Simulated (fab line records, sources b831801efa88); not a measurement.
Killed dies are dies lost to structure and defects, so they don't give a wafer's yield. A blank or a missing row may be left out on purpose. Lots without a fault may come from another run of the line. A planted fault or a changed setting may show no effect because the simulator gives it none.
Chamber matching | flow sky130 | SKY_METAL3_ETCH_17 on rie_diel-04: 4 sister chambers
The step etches SiO2 in C4F8/O2/Ar, stops on TiN, time 3.9 s, target depth 15 nm. 4 wafers are shown with their chamber, then 10 later ones without.

WAFERS WITH THEIR CHAMBER
wafer  | chamber | oes_product_au (a.u.)
L082.5 | 1       | 0.758
L086.6 | 3       | 0.756
L087.1 | 2       | 0.747
L087.2 | 0       | 0.753

WAFERS WITHOUT THEIR CHAMBER
wafer  | oes_product_au (a.u.)
L087.3 | 0.747
L087.4 | 0.759
L087.5 | 0.757
L087.6 | 0.770
L090.2 | 0.742
L090.4 | 0.765
L090.5 | 0.762
L095.4 | 0.759
L095.5 | 0.763
L095.6 | 0.748

WHICH CHAMBER EACH WENT THROUGH
wafer  | from the rows above               | in truth
L087.3 | can't be placed: 2 or 0 or 3      | 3
L087.4 | can't be placed: 1 or 3 or 0      | 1
L087.5 | can't be placed: 1 or 3 or 0 or 2 | 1
L087.6 | can't be placed: 1 or 3 or 0      | 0
L090.2 | can't be placed: 2 or 0 or 3      | 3
L090.4 | can't be placed: 1 or 3 or 0      | 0
L090.5 | can't be placed: 1 or 3 or 0      | 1
L095.4 | can't be placed: 1 or 3 or 0      | 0
L095.5 | can't be placed: 1 or 3 or 0      | 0
L095.6 | can't be placed: 2 or 0 or 3 or 1 | 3
Placed correctly: 0 of 10. Can't be placed from these rows: 10 (the true chamber is among the candidates in 10). Placed wrongly: 0.
How it was worked out, from the rows above alone: a wafer's distance from a chamber is the root of the sum, over the readings, of the square of ((its reading less the chamber's mean) divided by the reading's scatter). The wafer belongs to the nearest chamber; if the next one is less than 2 further off, it can't be placed. A chamber's mean is the mean of its shown wafers. The scatter: with one shown wafer a chamber, the root of the mean of the squares of how far each hidden wafer lies from its nearest shown one.
